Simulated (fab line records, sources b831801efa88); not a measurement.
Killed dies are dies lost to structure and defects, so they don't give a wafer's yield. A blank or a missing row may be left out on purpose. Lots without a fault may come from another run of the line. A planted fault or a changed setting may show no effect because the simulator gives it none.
Problem report in the 8D (eight disciplines) form, filled by code | flow sky130 | the parts of the form that need people (team, actions taken, sign-off) are left out

1. THE PROBLEM
killed_at_contacts at SKY_PAD_OPEN_PROBE_99 reads a mean of 61 on 3 wafers of 2 lots; wafers without a fault read 24 with a standard deviation of 5. That is +7.5 standard deviations from the usual mean.
First seen on wafer L764.3, day 48 13:57, on prober-02. The record holds 18 wafers of 6 lots with a number at this step. Rule for "out", or "out of limits": more than 4 standard deviations from the usual mean. The other wafers with a number count as sound.

2. WHAT IT IS AND WHAT IT IS NOT
question                    | is                     | is not
which readings at this step | killed_at_contacts     | killed_at_M0_to_M3, killed_at_M4_up, killed_at_front_end, killed_at_other, killed_open
which lots                  | L764, L766             | L753, L759, L771, L775
which wafers of those lots  | L764.3, L764.6, L766.2 | L764.2, L766.1, L766.3
read on which tools         | prober-02              | prober-01
when                        | from day 48 13:57      | up to then (7 sound wafers); but 8 sound wafers of L766, L771, L775 came after

3. SUSPECTS, AND WHAT RULES EACH OUT
Counting: a tool at a process step up to the reading stays a suspect if it ran every lot that is out. Sound lots after the first of them don't rule it out here, since some wafers of a struck lot are sound.
- rie_diel-02 at SKY_CONTACT_ETCH_17 (etches SiO2 in C4F8/O2/Ar, stops on Si3N4, target depth 340 nm): kept. It ran every lot that is out, first L764 (day 35 05:17); its last sound lot up to then is L759 (day 33 12:28).
- prober-02 at SKY_PAD_OPEN_PROBE_99: kept. It ran every lot that is out, first L764 (day 48 13:54); its last sound lot up to then is L759 (day 47 05:52). Its own readings are out on those wafers: killed_at_contacts.
- Within rie_diel-02 at SKY_CONTACT_ETCH_17: the wafers that are out ran in chamber 3; their sound lot-mates ran in chambers 0, 1, 2.
Left after counting: rie_diel-02 at SKY_CONTACT_ETCH_17, prober-02 at SKY_PAD_OPEN_PROBE_99.

4. THE CAUSE (what the simulator had put in)
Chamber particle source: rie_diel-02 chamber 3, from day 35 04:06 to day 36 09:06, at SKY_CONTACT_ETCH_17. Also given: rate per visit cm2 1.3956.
Counting left 2 suspects, and this tool is among them.

5. THE CHAIN OF EFFECTS, in route order
Each row: a reading whose mean over the struck wafers that have a number lies more than 3 standard deviations from the usual. Only readings for which the record gives a usual standard deviation are gone through. hours: the time from each lot's start at the first step in this table that gives one to its start at this step, as a median over the lots. sigmas: the change in usual standard deviations.
hours | step                  | reading            | usual | on struck wafers | change | sigmas
0     | SKY_PAD_OPEN_PROBE_99 | killed_at_contacts | 24    | 61               | +37    | +7.5
The process steps in it:
- SKY_PAD_OPEN_PROBE_99

6. WHAT WOULD HAVE CAUGHT IT SOONER
In this record the first reading out of limits was taken at day 48 13:57, 322 hours after the fault began at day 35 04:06.
Of the tool readings at SKY_CONTACT_ETCH_17 for which the record gives a usual standard deviation, none was out on any struck wafer, so an alarm limit of 4 standard deviations on them would not have fired.
All the lots that are out (2) had begun SKY_CONTACT_ETCH_17 on rie_diel-02 by day 48 13:57. A hold on the tool at that time would have spared none of them.
